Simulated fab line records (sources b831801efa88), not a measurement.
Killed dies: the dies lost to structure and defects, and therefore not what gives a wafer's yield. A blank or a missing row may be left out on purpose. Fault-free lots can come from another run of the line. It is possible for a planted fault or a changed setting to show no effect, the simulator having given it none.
fab line records	flow sky130
record: lots: 6	wafers: 17	last-day: 50
route steps=708 shown FIELD_ISO@1 PAD_OPEN@708
lots untouched by any fault: they come from a run of this same line in which no faults occurred
start-h: hours from the record's opening day to when the first of the lot's shown wafers began	wait-h: how many hours have passed since the lot's step before this one	" identical to the entry in the row above	L1.1+2: a row that stands for several wafers	- no value present, or no start provided	* or withheld: withheld	< > ~ a bound
route shown NAME@n: names a module that has steps shown in the file, with the first one's number in the route	usual: average and standard deviation across the fault-free wafers	same: alike in all rows	chamber/n: place in a boat	sites: per-site readings	_std_site: the values' standard deviation	_edge_site: inner sites' mean taken away from outer sites' mean	radius-mm: how far each site lies from the wafer's centre	mask NAME#n: copy n	behind: the last tool/chamber to shape the wafer	hold: reason for holding the lot/hours on hold/outcome of the hold	device: names the non-switching transistor (n, p or np)	end of line: at the end of the route, the tests of the same wafers	a step without rows: its recipe alone	killed: the dies lost at the first sort to structure and to defects; this is not the yield of the wafer	map: per-die view of a wafer (x killed, . not killed, _ where there is no die)
set.NAME: the setting that was run; set.NAME@STEP: the one run at that earlier step	model.NAME: the simulator's own value behind a step, which no gauge read
lots at selected steps of the route; one table per step, one row per wafer
services: from which hour (start-h, from the record's first day; less than 0 if before it) a tool's chamber was out of use, for how many hours, and why
== steps ==
step: SKY_FIELD_ISO_BOW_MEAS_00
recipe: mode: bow
usual: INCOMING_BOW: 1/6.1
lot.wafer	tool	chamber	start-h	wait-h	INCOMING_BOW[um]
L350.1	film-metro-02	-	30.00	-	-5
L350.4	"	-	"	"	3
L350.5	"	-	"	"	-6
L351.1	film-metro-04	-	35.00	-	8
L351.2	"	-	"	"	4
L351.6	"	-	"	"	5
L352.1	film-metro-04	-	40.00	-	1
L352.2	"	-	"	"	-11
L352.4	"	-	"	"	-5
L354.1	film-metro-02	-	50.00	-	6
L354.2	"	-	"	"	-9
L360.4	film-metro-04	-	80.06	-	-3
L360.5	"	-	"	"	2
L360.6	"	-	"	"	-14
L367.3	film-metro-02	-	115.04	-	-5
L367.4	"	-	"	"	-9
L367.6	"	-	"	"	-1
step: SKY_FIELD_ISO_OXIDATION_01
recipe: temp-c: 900	ambient: O2	stabilise-s: 600	purge-s: 300	target-thk-a: 120	ox-time-s: 1843
step: SKY_FIELD_ISO_THK_MEAS_02
recipe: reads: SiO2_of_FIELD_ISO_OXIDATION_01
usual: FIELD_ISO_OXIDATION_00_THK: 11.84/0.22
lot.wafer	tool	chamber	start-h	wait-h	FIELD_ISO_OXIDATION_00_THK[nm]
L350.1	film-metro-01	-	34.22	0.0	11.86
L350.4	"	-	"	"	11.99
L350.5	"	-	"	"	12.11
L351.1	film-metro-01	-	41.42	0.0	12.00
L351.2	"	-	"	"	11.92
L351.6	"	-	"	"	11.90
L352.1	film-metro-04	-	44.68	0.0	11.78
L352.2	"	-	"	"	11.63
L352.4	"	-	"	"	11.87
L354.1	film-metro-02	-	53.96	0.0	11.58
L354.2	"	-	"	"	11.42
L360.4	film-metro-01	-	81.66	0.0	11.97
L360.5	"	-	"	"	11.94
L360.6	"	-	"	"	11.97
L367.3	film-metro-02	-	118.17	0.0	11.66
L367.4	"	-	"	"	11.79
L367.6	"	-	"	"	11.57
step: SKY_FIELD_ISO_CVD_03
recipe: material: Si3N4	precursor: DCS/NH3	target-thk-nm: 165	temp-c: 770	time-s: 2830	pressure-mtorr: 250
step: SKY_FIELD_ISO_THK_MEAS_04
recipe: reads: Si3N4_of_FIELD_ISO_CVD_03
usual: FIELD_ISO_CVD_03_THK: 164.6/1.6
lot.wafer	tool	chamber	start-h	wait-h	FIELD_ISO_CVD_03_THK[nm]
L350.1	film-metro-01	-	37.23	0.0	161.7
L350.4	"	-	"	"	161.5
L350.5	"	-	"	"	163.2
L351.1	film-metro-02	-	43.26	0.0	166.0
L351.2	"	-	"	"	166.2
L351.6	"	-	"	"	164.9
L352.1	film-metro-01	-	46.52	0.0	167.3
L352.2	"	-	"	"	167.1
L352.4	"	-	"	"	166.4
L354.1	film-metro-02	-	55.80	0.0	165.3
L354.2	"	-	"	"	163.6
L360.4	film-metro-02	-	85.04	0.0	164.5
L360.5	"	-	"	"	164.2
L360.6	"	-	"	"	164.1
L367.3	film-metro-02	-	120.01	0.0	165.2
L367.4	"	-	"	"	165.1
L367.6	"	-	"	"	166.1
step: SKY_FIELD_ISO_DEHYDRATE_05
recipe: temp-c: 200	time-s: 60
step: SKY_FIELD_ISO_HMDS_06
recipe: prime-time-s: 60	prime-temp-c: 120
step: SKY_FIELD_ISO_COAT_07
recipe: resist: BARC	temp-c: withheld	time-s: withheld	spin-rpm: 3000	resist-thk-nm: 60
usual: chill-plate-temp-C: *
lot.wafer	tool	chamber	start-h	wait-h	chill-plate-temp-C
L350.1	litho-track-02	0	44.07	0.1	*
L350.4	"	0	"	"	*
L350.5	"	0	"	"	*
L351.1	litho-track-03	0	49.82	0.1	*
L351.2	"	0	"	"	*
L351.6	"	0	"	"	*
L352.1	litho-track-02	0	53.52	0.1	*
L352.2	"	0	"	"	*
L352.4	"	0	"	"	*
L354.1	litho-track-03	0	63.52	0.1	*
L354.2	"	0	"	"	*
L360.4	litho-track-03	0	93.15	0.1	*
L360.5	"	0	"	"	*
L360.6	"	0	"	"	*
L367.3	litho-track-01	0	129.69	0.1	*
L367.4	"	0	"	"	*
L367.6	"	0	"	"	*
step: SKY_FIELD_ISO_COAT_08
recipe: resist: KrF-thick	spin-rpm: 3000	resist-thk-nm: 450
step: SKY_FIELD_ISO_SOFTBAKE_09
recipe: temp-c: 100	time-s: 90	resist: KrF-thick
step: SKY_FIELD_ISO_EXPOSE_10
recipe: mask-id: FOM	na: 0.68	source-shape: annular	sigma-inner: 0.4	sigma-outer: 0.8	target-cd-nm: 150	dose-mj: 28
step: SKY_FIELD_ISO_PEB_11
recipe: peb-temp-c: withheld	peb-time-s: withheld	resist: KrF-thick
step: SKY_FIELD_ISO_DEVELOP_12
recipe: develop-time-s: 60	resist: KrF-thick	dev-temp-c: 21
step: SKY_FIELD_ISO_CD_MEAS_13
recipe: target-cd-nm: 150
usual: cd-nm: 150.2/1.5
lot.wafer	tool	chamber	start-h	wait-h	cd-nm
L350.1	cd-sem-01	-	51.29	-	147.8
L350.4	"	-	"	"	149.1
L350.5	"	-	"	"	148.4
L351.1	cd-sem-02	-	57.99	-	149.2
L351.2	"	-	"	"	150.5
L351.6	"	-	"	"	150.4
L352.1	cd-sem-01	-	62.14	-	151.1
L352.2	"	-	"	"	150.7
L352.4	"	-	"	"	151.7
L354.1	cd-sem-01	-	71.97	-	149.4
L354.2	"	-	"	"	148.9
L360.4	cd-sem-01	-	102.28	-	148.8
L360.5	"	-	"	"	148.4
L360.6	"	-	"	"	148.0
L367.3	cd-sem-02	-	139.83	-	148.7
L367.4	"	-	"	"	149.9
L367.6	"	-	"	"	151.1
step: SKY_FIELD_ISO_ETCH_14
recipe: chemistry: N2/H2	target: BARC	ion-energy-ev: 200	source-w: 500	bias-w: 100	pressure-mtorr: 30	n2-flow-sccm: 100	h2-flow-sccm: 200	stop-on: SiO2	time-s: 45.9	target-depth-a: 600
usual: chamber-pressure-mTorr: 29.999/0.028	drypump-motor-current-A: 5.9/0.36	oes-product-au: 0.855/0.0047	throttle-valve-pct: 13.224/0.0095
lot.wafer	tool	chamber	start-h	wait-h	chamber-pressure-mTorr	drypump-motor-current-A	oes-product-au	rf-hours-counter-h	throttle-valve-pct	model.etch.depth-nm
L350.1	rie-diel-04	0	51.41	0.1	29.981	5.9	0.867	122	13.217	60.06
L350.4	"	2	"	"	30.013	5.7	0.861	82	13.246	60.15
L350.5	"	1	"	"	30.024	5.9	0.855	-	13.219	60.2
L351.1	rie-diel-04	2	58.11	0.1	29.993	5.6	0.853	82	13.217	60.18
L351.2	"	1	"	"	29.985	5.9	0.860	5	13.206	60.18
L351.6	"	2	"	"	29.985	5.6	0.857	-	13.235	60.11
L352.1	rie-diel-02	3	62.26	0.1	29.977	5.6	0.859	12	13.217	60.08
L352.2	"	2	"	"	30.025	5.8	0.853	155	13.244	60
L352.4	"	1	"	"	29.984	5.4	0.855	149	13.242	59.94
L354.1	rie-diel-02	0	72.09	0.1	30.012	6.5	0.840	12	13.222	59.15
L354.2	"	2	"	"	29.994	5.8	0.852	155	13.220	59.96
L360.4	rie-diel-03	1	102.34	0.0	30.007	6.0	0.854	156	13.222	60.37
L360.5	"	2	"	"	29.974	6.0	0.854	-	13.224	60.19
L360.6	"	3	"	"	30.060	6.1	0.843	-	13.240	59.22
L367.3	rie-diel-04	3	139.91	0.1	30.001	5.1	0.856	26	13.213	60.03
L367.4	"	2	"	"	30.011	5.6	0.852	84	13.223	60.13
L367.6	"	2	"	"	30.020	5.6	0.852	-	13.229	60.14
step: SKY_FIELD_ISO_ETCH_15
recipe: chemistry: CHF3/O2	target-depth-nm: 180	stop-on: Si	source-w: 600	bias-w: 200	pressure-mtorr: 40	chf3-flow-sccm: 50	O2_flow_sccm: 5	time-s: 72
usual: chamber-pressure-mTorr: 40.00/0.038	drypump-motor-current-A: 5.9/0.36	oes-product-au: 0.944/0.0067	throttle-valve-pct: 8.845/0.0097
lot.wafer	tool	chamber	start-h	wait-h	chamber-pressure-mTorr	drypump-motor-current-A	oes-product-au	rf-hours-counter-h	throttle-valve-pct
L350.1	rie-diel-04	0	51.45	0.0	39.93	5.9	0.937	122	8.836
L350.4	"	2	"	"	40.03	5.6	0.938	82	8.848
L350.5	"	1	"	"	40.02	5.9	0.944	-	8.843
L351.1	rie-diel-04	2	58.15	0.0	40.05	5.6	0.953	82	8.840
L351.2	"	1	"	"	40.01	5.8	0.951	5	8.846
L351.6	"	2	"	"	40.01	5.6	0.948	-	8.834
L352.1	rie-diel-02	3	62.30	0.0	39.99	5.6	0.962	12	8.838
L352.2	"	2	"	"	39.95	5.8	0.950	155	8.842
L352.4	"	1	"	"	39.95	5.4	0.948	149	8.862
L354.1	rie-diel-02	0	72.14	0.0	40.00	6.5	0.952	12	8.837
L354.2	"	2	"	"	40.03	5.8	0.941	155	8.856
L360.4	rie-diel-03	1	102.39	0.0	40.01	6.0	0.942	156	8.849
L360.5	"	2	"	"	40.01	6.0	0.942	-	8.844
L360.6	"	3	"	"	40.02	6.1	0.933	-	8.840
L367.3	rie-diel-04	3	139.95	0.0	39.97	5.1	0.952	26	8.869
L367.4	"	2	"	"	39.98	5.6	0.950	84	8.853
L367.6	"	2	"	"	39.97	5.6	0.956	-	8.855
step: SKY_PAD_OPEN_PROBE_99
usual: killed_at_M0_to_M3: 44/7	killed_at_M4_up: 3.1/1.8	killed-at-contacts: 25/5.1	killed-at-front-end: 15/4.3	killed-at-other: 0.3/0.61	killed-dies: 87/9.8	killed-open: 48/7	killed-short: 38/6.3
same: gross-dies: 492	killed-at-back-side: 0
lot.wafer	tool	chamber	start-h	wait-h	killed_at_M0_to_M3	killed_at_M4_up	killed-at-contacts	killed-at-front-end	killed-at-other	killed-dies	killed-open	killed-short
L350.1	prober-02	-	1100.17	0.1	44	1	19	11	0	75	43	32
L350.4	prober-02	-	1100.32	0.2	43	4	19	12	0	78	40	38
L350.5	prober-02	-	1100.37	0.2	42	6	21	11	1	81	48	33
killed by level:class
L350.1 VIA1:geometric-particle:open=12 CONTACT:geometric-particle:open=8 VIA2:geometric-particle:open=8 FIELD_ISO:geometric-particle:open=6 METAL2:geometric-particle:short=6 METAL1:geometric-particle:short=4 LOCAL_INTERCONNECT:geometric-particle:short=3 CONTACT:geometric-particle:short=3
L350.4 VIA1:geometric-particle:open=8 CONTACT:geometric-particle:short=7 CONTACT:geometric-particle:open=6 METAL2:geometric-particle:short=6 VIA3:geometric-particle:open=5 SPACER:geometric-particle:short=4 LI_CONTACT:geometric-particle:open=4 METAL1:geometric-particle:open=4
L350.5 VIA1:geometric-particle:open=16 VIA2:geometric-particle:open=7 CONTACT:geometric-particle:open=7 METAL1:geometric-particle:short=6 LI_CONTACT:geometric-particle:open=5 METAL4:geometric-particle:short=5 LI_CONTACT:geometric-particle:short=4 CONTACT:geometric-particle:short=4
== services ==
tool	chamber	start-h	hours	kind
rie-diel-04	0	67.11	6.0	repair
rie-diel-03	-	88.74	2.8	pm
rie-diel-02	3	91.34	9.8	repair
rie-diel-02	1	110.50	3.5	repair
rie-diel-03	1	129.35	-	clean
rie-diel-03	1	129.35	15.8	scheduled-down
rie-diel-03	1	129.35	15.8	vent-cycle
rie-diel-02	1	138.38	45.2	repair
== key ==
first-sign none at tools or gauges
model-effect: step: SKY_FIELD_ISO_ETCH_14	value: etch.depth-nm	without: 60.16	struck: 59.18
met-at SKY_FIELD_ISO_COAT_07
struck-wafers L354.1,L360.6
tester-left-out L354,L360
onset-between 49.82 63.52
fault: kind: process-parameter-drift	tool: litho-track-03	chamber: -	onset-h: 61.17	steps: SKY_FIELD_ISO_COAT_07	channel: resist-thk-nm	offset: -0.9714	shape: step	end-h: 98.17	scope: struck-wafers-only	acts-in: these-recipes-only	stated: 60
tester-left-out: of these lots the tester's yield and bins aren't shown, on N5 and GAA mostly nor the transistor test; their killed dies are dies lost to structure and defects alone, not to doping, threshold or leakage, so they don't give the yield
